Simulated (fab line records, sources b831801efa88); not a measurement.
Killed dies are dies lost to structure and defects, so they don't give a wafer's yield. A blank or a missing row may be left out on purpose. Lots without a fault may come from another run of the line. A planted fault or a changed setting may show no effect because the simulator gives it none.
One fault seen from 2 desks | flow gf180mcu | each desk has only its own numbers; what lay behind them comes last

THE METROLOGY DESK
What the gauges read, lot by lot, whatever tool the lot ran on: means of the sampled wafers that have a number. A lot is out of limits, marked OUT, if its mean lies more than 4 standard deviations from the usual mean; the brackets give that distance.
Columns: A = POLY_GATE_OVL at GF_POLY_GATE_OVL_MEAS_11, usual 0 nm; B = CONTACT_BOW at GF_CONTACT_BOW_MEAS_05, usual 66 um; C = V1_BOW at GF_V1_BOW_MEAS_05, usual 82 um
lot  | first seen here | A  | B  | C
L472 | day 10 14:10    | 1  | 55 | 73
L474 | day 10 23:19    | 5  | 71 | 88
L475 | day 11 03:13    | 3  | 64 | 75
L476 | day 11 15:09    | 0  | 67 | 82
L478 | day 12 06:17    | -3 | 59 | 85
L479 | day 12 11:22    | 2  | 70 | 85
L480 | day 12 19:16    | -2 | 62 | 77
L486 | day 14 16:35    | 7  | 66 | 86
L488 | day 15 01:52    | 2  | 65 | 85
L489 | day 15 17:14    | -5 | 64 | 80
L490 | day 15 21:04    | 1  | 69 | 83
L491 | day 16 03:07    | -7 | 68 | 79
This desk's finding: nothing out of limits on any of the 12 lots.

THE TOOL OWNER'S DESK: krf_scanner-02
The tool's own readings at GF_POLY_GATE_EXPOSE_07 (exposes mask Poly2, target cd 280 nm): means of the sampled wafers that have a number, for each lot that ran on this tool. A lot is out of limits, marked OUT, if its mean lies more than 4 standard deviations from the usual mean; the brackets give that distance.
Columns: A = exposure_dose_mJ_cm2 at GF_POLY_GATE_EXPOSE_07, usual 27.412; B = focus_offset_nm at GF_POLY_GATE_EXPOSE_07, usual -0.1 nm
lot  | first seen here | A      | B
L476 | day 11 05:49    | 27.377 | 0.3
L478 | day 11 21:06    | 27.386 | -0.2
L488 | day 14 15:05    | 27.397 | -0.4
L489 | day 15 05:59    | 27.415 | -0.8
L490 | day 15 10:43    | 27.396 | 0.0
L491 | day 15 16:22    | 27.400 | 0.1
This desk's finding: nothing out of limits on any of the 6 lots.

PUT TOGETHER
The metrology desk saw nothing out of limits.
The tool owner's desk saw nothing out of limits.

WHAT THE SIMULATOR HAD PUT IN
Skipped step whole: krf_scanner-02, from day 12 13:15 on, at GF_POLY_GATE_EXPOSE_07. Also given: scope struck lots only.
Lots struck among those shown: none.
